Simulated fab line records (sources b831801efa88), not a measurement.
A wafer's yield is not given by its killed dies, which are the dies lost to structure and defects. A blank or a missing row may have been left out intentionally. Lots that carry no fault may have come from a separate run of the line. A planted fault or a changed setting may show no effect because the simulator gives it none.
A lot that was struck, set against a sound lot	flow sky130	34 steps out of a route of 708
Sound: these wafers, L344.2, L344.3, L344.6. Struck: wafers L337.1, L337.3, L337.5. The cause comes at the end.
At each step with rows: each side's tool, then ch and its chambers, then its first start. Under that, the readings that differ: sound wafers	struck wafers	difference of the means	sigmas: that difference in standard deviations of wafers without a fault.
alike: readings whose means differ by less than 2 such deviations, and words and numbers that are the same on both sides. not compared: withheld readings, readings that some wafer has no value for, bounds like >300 that may hide the same value, and numbers for which the record gives no deviation and whose values overlap.
A row with sigmas, a row that says differs or no value, or rows on one side alone: a step with any of these is where the two part. Numbers that don't overlap but have no deviation are shown without sigmas and don't part them. Lack of a reading on every wafer of one side parts them only where that side has two or more wafers.

first, 9 steps without rows for these wafers: SKY_RES_XHIGH_IMPLANT_07; SKY_RES_XHIGH_STRIP_08 (strips in O2/N2); SKY_SD_N_DEHYDRATE_00 (time 60 s); SKY_SD_N_HMDS_01 (prime time 60 s); SKY_SD_N_COAT_02 (resist thk 1140 nm); SKY_SD_N_SOFTBAKE_03 (time 60 s); SKY_SD_N_EXPOSE_04 (exposes mask NSDM, target cd 380 nm); SKY_SD_N_PEB_05; SKY_SD_N_DEVELOP_06 (develop time 60 s).
SKY_SD_N_IMPLANT_09:
  sound on implanter-03 ch 0, day 35 19:03; struck on implanter-02 ch 0, day 33 17:01
reading	sound	struck	difference	sigmas
beam-energy-keV	49.999 50.003 50.013	53.114 53.096 53.100	+3.098	+99 or more
model.implant.rp-nm (nm)	31.63 31.63 31.63	32.04 32.04 32.04	+0.41	
model.implant.drp-nm (nm)	14.11 14.11 14.11	14.76 14.76 14.76	+0.65	
then, 1 step without rows for these wafers: SKY_SD_N_IMPLANT_10.
SKY_SD_N_STRIP_11: strips in O2/N2.
  sound on plasma-asher-03 ch 0,1, day 35 19:20; struck on plasma-asher-02 ch 0,1, day 33 17:19
reading	sound	struck	difference	sigmas
strip-time-to-endpoint-s (s)	22.57 22.54 22.55	22.97 22.99 23.02	+0.44	+12
  alike: drypump-motor-current-A, o2-flow-sccm, oes-product-au
  not compared: rf-hours-counter-h
SKY_SD_N_TW_MEAS_12:
  sound: film-metro-02 at day 35 19:26; struck: film-metro-03 at day 33 17:25
reading	sound	struck	difference	sigmas
SD_N_TW	3945 3941 3953	3998 3985 3989	+44	+3
then, 2 steps without rows for these wafers: SKY_SD_N_CLEAN_13 (cleans in SC1/SC2, time 150 s); SKY_SD_N_RTA_14 (time 2 s).
SKY_SD_N_RS_MEAS_16: the measuring method here is four-point-probe.
  sound: film-metro-02 at day 35 19:44; struck: film-metro-04 at day 33 17:43
reading	sound	struck	difference	sigmas
SD_N_RS (ohm/sq)	68.38 68.48 68.32	66.21 66.39 66.38	-2.07	-19
then, 16 steps without rows for these wafers: SKY_SALICIDE_CLEAN_00 (cleans in HF-last, time 30 s); SKY_LI_CONTACT_HDPCVD_00 (deposits PSG, target thk 930 nm, time 155 s); SKY_LI_CONTACT_CMP_02 (polishes PSG); SKY_LI_CONTACT_DEHYDRATE_04 (time 60 s); SKY_LI_CONTACT_HMDS_05 (prime time 60 s); SKY_LI_CONTACT_COAT_06 (resist thk 60 nm); SKY_LI_CONTACT_COAT_07 (resist thk 450 nm); SKY_LI_CONTACT_SOFTBAKE_08 (time 90 s); SKY_LI_CONTACT_EXPOSE_09 (exposes mask LICM1, target cd 170 nm); SKY_LI_CONTACT_PEB_10; SKY_LI_CONTACT_DEVELOP_11 (develop time 60 s); SKY_LI_CONTACT_ETCH_14 (etches BARC in N2/H2, stops on SiO2, time 45.9 s, target depth 60 nm); SKY_LI_CONTACT_ETCH_15 (etches PSG in C4F8/O2/Ar, stops on Si, target depth 600 nm); SKY_LI_CONTACT_STRIP_16 (strips in O2/N2); SKY_LI_CONTACT_CLEAN_17 (cleans in NMP, time 600 s); SKY_LI_CONTACT_PRE_CLEAN_18 (time 5.6 s).
-- the record jumps here: 6 days lie between the struck wafers' starts before and after (it left off in module LI_CONTACT and takes up again in module VIA1, whose first step shown is number 472 of the route) --
SKY_VIA1_ETCH_14: etches BARC in N2/H2, stops on SiO2, time 45.9 s, target depth 60 nm.
  sound on rie-diel-01 ch 1,2, day 41 10:39; struck on rie-diel-01 ch 0,1,2, day 39 11:31
  alike: drypump-motor-current-A, oes-product-au, throttle-valve-pct
  not compared: rf-hours-counter-h, model.VIA1.cd-nm
-- the record jumps here: 11 days lie between the struck wafers' starts before and after (it left off in module VIA1 and takes up again in module PAD_OPEN, whose first step shown is number 708 of the route) --
SKY_PAD_OPEN_PROBE_99:
  sound: prober-02 at day 51 09:29; struck: prober-01 at day 50 04:18
reading	sound	struck	difference	sigmas
model.etest.res-ndiff.rs-ohm-sq	120.9 120 121.6	119.8 119.2 119.1	-1.5	
model.etest.res-ndiff-hv.rs-ohm-sq	114.6 115.2 115.1	114.3 112.7 114	-1.3	
  alike: killed_at_M0_to_M3, killed_at_M4_up, killed-at-contacts, killed-at-front-end, killed-at-other, killed-dies, killed-open, killed-short
  not compared: model.etest.via1-chain.rc-ohm

## WHERE THEY PART
At SKY_SD_N_IMPLANT_09 first; at SKY_SD_N_RS_MEAS_16 last (within this record only). Later steps at which nothing parts them and some readings are alike: SKY_VIA1_ETCH_14, SKY_PAD_OPEN_PROBE_99.

WHY: the cause the simulator had injected
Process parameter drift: implanter-02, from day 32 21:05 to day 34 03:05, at SKY_SD_N_IMPLANT_09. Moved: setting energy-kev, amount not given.
